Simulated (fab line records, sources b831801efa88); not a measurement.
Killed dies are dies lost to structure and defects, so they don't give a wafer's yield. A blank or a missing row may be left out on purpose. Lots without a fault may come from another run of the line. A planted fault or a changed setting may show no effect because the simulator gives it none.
Chamber matching | flow sky130 | SKY_LI_CONTACT_CMP_02 on cmp-01: 4 sister chambers
The step polishes PSG. 14 wafers are shown with their chamber, then 7 later ones without.

WAFERS WITH THEIR CHAMBER
wafer  | chamber | motor_current_A (A) | time_to_endpoint_s (s)
L456.2 | 1       | 10.8                | 33
L456.3 | 3       | 11.6                | 35
L456.6 | 2       | 14.2                | 33
L455.1 | 2       | 14.5                | 32
L455.5 | 1       | 11.1                | 32
L455.6 | 2       | 14.6                | 32
L457.1 | 0       | 13.5                | 29
L457.4 | 2       | 15.1                | 30
L457.5 | 0       | 13.0                | 28
L461.2 | 2       | 14.8                | 33
L461.3 | 1       | 10.8                | 32
L461.4 | 0       | 12.9                | 30
L474.2 | 3       | 11.7                | 32
L474.5 | 1       | 11.0                | 35

SIGNATURES (means of the wafers above)
reading            | chamber 0 | chamber 1 | chamber 2 | chamber 3 | scatter within a chamber
motor_current_A    | 13.133    | 10.925    | 14.640    | 11.650    | 0.27
time_to_endpoint_s | 29.00     | 33.00     | 32.00     | 33.50     | 1.36
Rule: a wafer's distance from a chamber is the root of the sum, over the readings, of the square of ((its reading less the chamber's mean) divided by the reading's scatter). The wafer belongs to the nearest chamber; if the next one is less than 2 further off, it can't be placed. The scatter: the root of (the sum of the squares of (reading less its chamber's mean) over the shown wafers, divided by (wafers less chambers)).

WAFERS WITHOUT THEIR CHAMBER
wafer  | motor_current_A (A) | time_to_endpoint_s (s)
L474.6 | 13.1                | 29
L477.2 | 12.4                | 34
L477.4 | 13.6                | 29
L477.5 | 13.7                | 33
L478.3 | 11.6                | 27
L478.4 | 13.6                | 31
L478.6 | 12.5                | 29

WHICH CHAMBER EACH WENT THROUGH
wafer  | from the rows above          | in truth
L474.6 | 0                            | 0
L477.2 | can't be placed: 3 or 0      | 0
L477.4 | 0                            | 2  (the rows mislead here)
L477.5 | can't be placed: 2 or 0      | 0
L478.3 | can't be placed: 3 or 1 or 0 | 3
L478.4 | can't be placed: 0 or 2      | 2
L478.6 | 0                            | 0
Placed correctly: 2 of 7. Can't be placed from these rows: 4 (the true chamber is among the candidates in 4). Placed wrongly: 1.
